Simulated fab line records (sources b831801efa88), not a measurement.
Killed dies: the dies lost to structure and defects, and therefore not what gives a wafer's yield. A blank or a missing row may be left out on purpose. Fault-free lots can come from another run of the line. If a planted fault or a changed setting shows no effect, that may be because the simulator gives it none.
Chamber matching -- flow gf180mcu -- GF_CONTACT_CMP_27 on cmp-02 has 4 sister chambers
The step polishes, stops on SiO2, t overpolish 15 s, target thk 0 nm. 8 wafers are shown with their chamber, then 7 later ones without.

== WAFERS, EACH WITH ITS CHAMBER ==
wafer,chamber,motor current A (A),time to endpoint s (s)
L726.1,3,12.8,72
L732.3,3,12.5,71
L732.4,2,11.6,67
L732.5,1,10.6,69
L733.2,0,12.9,70
L733.4,2,11.8,67
L733.5,0,12.9,71
L735.4,1,10.7,75

== WAFERS MISSING THEIR CHAMBER ==
wafer,motor current A (A),time to endpoint s (s)
L735.5,11.6,71
L735.6,12.1,73
L734.2,10.8,74
L734.5,11.9,76
L734.6,10.3,72
L737.4,10.8,75
L737.6,10.9,69

== THE CHAMBER EACH PASSED THROUGH ==
wafer,from the rows above,in truth
L735.5,2,2
L735.6,can't be placed: 2 or 3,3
L734.2,1,1
L734.5,can't be placed: 2 or 3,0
L734.6,1,1
L737.4,1,1
L737.6,1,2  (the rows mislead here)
Correct placement for 4 of the 7. Unplaceable from these rows: 2, with the true chamber sitting among the candidates in 1. Number placed wrongly: 1.
How it was worked out, from the rows above alone: a wafer's distance from a chamber is the root of the sum, over the readings, of the square of ((its reading less the chamber's mean) divided by the reading's scatter). If the next closest chamber is less than 2 further off than the closest, the wafer can't be placed; otherwise it belongs to the closest. Each chamber's mean is taken over the wafers shown for it. The scatter is the square root of a quotient: the sum, over the shown wafers, of each reading's squared deviation from its chamber's mean, divided by wafers minus chambers.
